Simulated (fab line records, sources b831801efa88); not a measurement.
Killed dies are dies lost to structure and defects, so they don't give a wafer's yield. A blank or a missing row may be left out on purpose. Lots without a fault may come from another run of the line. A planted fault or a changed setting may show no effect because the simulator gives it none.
Which tool did it? | flow sky130 | 7 lots, 21 wafers sampled, at 3 steps of a route of 708

WHAT THE GAUGES READ, wafer by wafer
SKY_VT_ADJUST_LVTN_TW_MEAS_21.
lot  | measured     | on            | VT_ADJUST_LVTN_2_TW
L570 | day 8 07:54  | film_metro-03 | 186.4 186.2 185.9
L572 | day 9 11:13  | film_metro-01 | 29.6 29.6 29.7
L574 | day 10 01:33 | film_metro-04 | 191.2 191.0 190.4
L582 | day 12 02:40 | film_metro-04 | 190.9 190.2 190.5
L584 | day 12 15:52 | film_metro-01 | 188.3 188.0 188.4
L586 | day 12 19:54 | film_metro-01 | 187.6 188.0 187.7
L590 | day 14 00:00 | film_metro-01 | 186.4 186.5 186.1

WHICH TOOL RAN EACH LOT (tool, then ch and the chambers of the sampled wafers, then the start)
lot  | SKY_VT_ADJUST_LVTN_STRIP_09          | SKY_VT_ADJUST_LVTN_STRIP_20
L570 | plasma_asher-04 ch 0,1, day 7 11:36  | plasma_asher-04 ch 0,1, day 8 07:48
L572 | plasma_asher-01 ch 0,1, day 8 13:49  | plasma_asher-04 ch 0,1, day 9 11:07
L574 | plasma_asher-02 ch 0,1, day 9 02:55  | plasma_asher-04 ch 0,1, day 10 01:27
L582 | plasma_asher-04 ch 0,1, day 11 01:33 | plasma_asher-02 ch 0,1, day 12 02:34
L584 | plasma_asher-02 ch 0,1, day 11 15:27 | plasma_asher-01 ch 0,1, day 12 15:45
L586 | plasma_asher-02 ch 0,1, day 11 19:40 | plasma_asher-04 ch 0,1, day 12 19:48
L590 | plasma_asher-01 ch 0,1, day 12 22:37 | plasma_asher-04 ch 0,1, day 13 23:54
- SKY_VT_ADJUST_LVTN_STRIP_09: strips in O2/N2.
- SKY_VT_ADJUST_LVTN_STRIP_20: strips in O2/N2.

THE ANSWER, worked out from the rows above alone
Rule: what is usual is taken from the lots themselves. Put in order of their means at a reading, lots are off if they are a third of the lots or fewer, leave a main group of 4 or more, and stand apart from it by a gap of 3 or more times the standard deviation of the main group's means; of several such gaps the widest counts. A main group whose means are all the same, to the digits that the tables above print for the reading, isn't used. A lot without any number at a reading at which 4 lots or more have one is off too. The other lots that the step has rows for count as sound.
Off: L572, at SKY_VT_ADJUST_LVTN_TW_MEAS_21 (VT_ADJUST_LVTN_2_TW). The main group: mean 188.3, standard deviation 1.8.
A tool fits if, at a process step before that reading, it ran every lot that is off, and no sound lot after the first of them. The gauges at SKY_VT_ADJUST_LVTN_TW_MEAS_21 are tried like those tools. None of those tried fits.

WHAT THE SIMULATOR HAD PUT IN
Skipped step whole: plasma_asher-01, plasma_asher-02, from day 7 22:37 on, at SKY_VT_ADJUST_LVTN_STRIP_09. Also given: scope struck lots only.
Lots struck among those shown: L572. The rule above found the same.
